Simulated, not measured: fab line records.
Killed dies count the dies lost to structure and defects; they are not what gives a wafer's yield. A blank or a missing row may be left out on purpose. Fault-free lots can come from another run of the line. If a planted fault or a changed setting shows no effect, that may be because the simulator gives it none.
Matching of chambers :: flow sky130 :: SKY_VIA2_CMP_02 on cmp-01 has 4 sister chambers
The step polishes SiO2. 4 wafers are shown with their chamber, then 12 later ones without.

EACH WAFER AND ITS CHAMBER
wafer: L087.4
chamber: 3
motor current A (A): 10.9

wafer: L089.6
chamber: 0
motor current A (A): 10.7

wafer: L090.3
chamber: 1
motor current A (A): 11.9

wafer: L090.6
chamber: 2
motor current A (A): 10.7

WAFERS WHOSE CHAMBER IS MISSING
wafer: L093.2
motor current A (A): 12.3

wafer: L093.3
motor current A (A): 10.4

wafer: L093.6
motor current A (A): 11.8

wafer: L095.2
motor current A (A): 10.8

wafer: L095.4
motor current A (A): 10.8

wafer: L095.5
motor current A (A): 10.5

wafer: L096.3
motor current A (A): 12.0

wafer: L096.4
motor current A (A): 11.4

wafer: L096.5
motor current A (A): 11.9

wafer: L097.1
motor current A (A): 11.5

wafer: L097.3
motor current A (A): 9.7

wafer: L097.5
motor current A (A): 10.3

WHICH CHAMBER EACH WENT THROUGH
wafer: L093.2
from the rows above: 1
in truth: 1

wafer: L093.3
from the rows above: can't be placed: 0 or 2 or 3
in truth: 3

wafer: L093.6
from the rows above: 1
in truth: 1

wafer: L095.2
from the rows above: can't be placed: 3 or 0 or 2
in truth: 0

wafer: L095.4
from the rows above: can't be placed: 3 or 0 or 2
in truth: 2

wafer: L095.5
from the rows above: can't be placed: 0 or 2 or 3
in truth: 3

wafer: L096.3
from the rows above: 1
in truth: 1

wafer: L096.4
from the rows above: can't be placed: 1 or 3 or 0 or 2
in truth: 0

wafer: L096.5
from the rows above: 1
in truth: 1

wafer: L097.1
from the rows above: can't be placed: 1 or 3 or 0 or 2
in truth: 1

wafer: L097.3
from the rows above: can't be placed: 0 or 2 or 3
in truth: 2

wafer: L097.5
from the rows above: can't be placed: 0 or 2 or 3
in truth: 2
Correct placement for 4 of the 12. Can't be placed from these rows: 8 (the true chamber is among the candidates in 8). Placed wrongly: 0.
How it was worked out, from the rows above alone: a wafer's distance from a chamber is the root of the sum, over the readings, of the square of ((its reading less the chamber's mean) divided by the reading's scatter). The wafer belongs to the nearest chamber; if the next one is less than 2 further off, it can't be placed. The mean given for a chamber averages the wafers shown for that chamber. The scatter: root of mean squared gap, hidden wafer to nearest shown wafer, with one shown wafer a chamber.
